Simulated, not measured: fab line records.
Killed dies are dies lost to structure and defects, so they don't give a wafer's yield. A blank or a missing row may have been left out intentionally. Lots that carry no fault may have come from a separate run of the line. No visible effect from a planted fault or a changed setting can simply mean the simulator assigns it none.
Chamber matching + flow gf180mcu + GF_V3_ETCH_16 on rie-diel-04 has 4 sister chambers
The step etches BARC in N2/H2. 4 wafers are shown with their chamber, then 12 later ones without.

EACH WAFER AND ITS CHAMBER
| wafer  | chamber | drypump-motor-current-A (A) |
|--------|---------|-----------------------------|
| L079.6 | 1       | 6.2                         |
| L084.5 | 0       | 5.4                         |
| L087.2 | 2       | 5.6                         |
| L087.5 | 3       | 5.6                         |

WAFERS WHOSE CHAMBER IS MISSING
| wafer  | drypump-motor-current-A (A) |
|--------|-----------------------------|
| L091.4 | 6.2                         |
| L091.5 | 5.4                         |
| L091.6 | 5.6                         |
| L090.1 | 5.6                         |
| L090.2 | 5.4                         |
| L090.3 | 5.6                         |
| L090.4 | 6.3                         |
| L090.5 | 5.4                         |
| L090.6 | 6.3                         |
| L097.2 | 6.2                         |
| L097.3 | 5.5                         |
| L097.5 | 6.2                         |

THE CHAMBER EACH PASSED THROUGH
| wafer  | from the rows above          | in truth |
|--------|------------------------------|----------|
| L091.4 | 1                            | 1        |
| L091.5 | 0                            | 0        |
| L091.6 | can't be placed: 2 or 3      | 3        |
| L090.1 | can't be placed: 2 or 3      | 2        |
| L090.2 | 0                            | 0        |
| L090.3 | can't be placed: 2 or 3      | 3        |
| L090.4 | 1                            | 1        |
| L090.5 | 0                            | 0        |
| L090.6 | 1                            | 1        |
| L097.2 | 1                            | 1        |
| L097.3 | can't be placed: 0 or 2 or 3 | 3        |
| L097.5 | 1                            | 1        |
Correctly placed: 8 of 12. Not placeable from these rows: 4 (in 4, the candidates include the true chamber). 0 placed wrongly.
How it was worked out, from the rows above alone: a wafer's distance from a chamber is the root of the sum, over the readings, of the square of ((its reading less the chamber's mean) divided by the reading's scatter). If the next closest chamber is less than 2 further off than the closest, the wafer can't be placed; otherwise it belongs to the closest. A chamber's mean is the mean of its shown wafers. The scatter: with one shown wafer a chamber, the root of the mean of the squares of how far each hidden wafer lies from its nearest shown one.
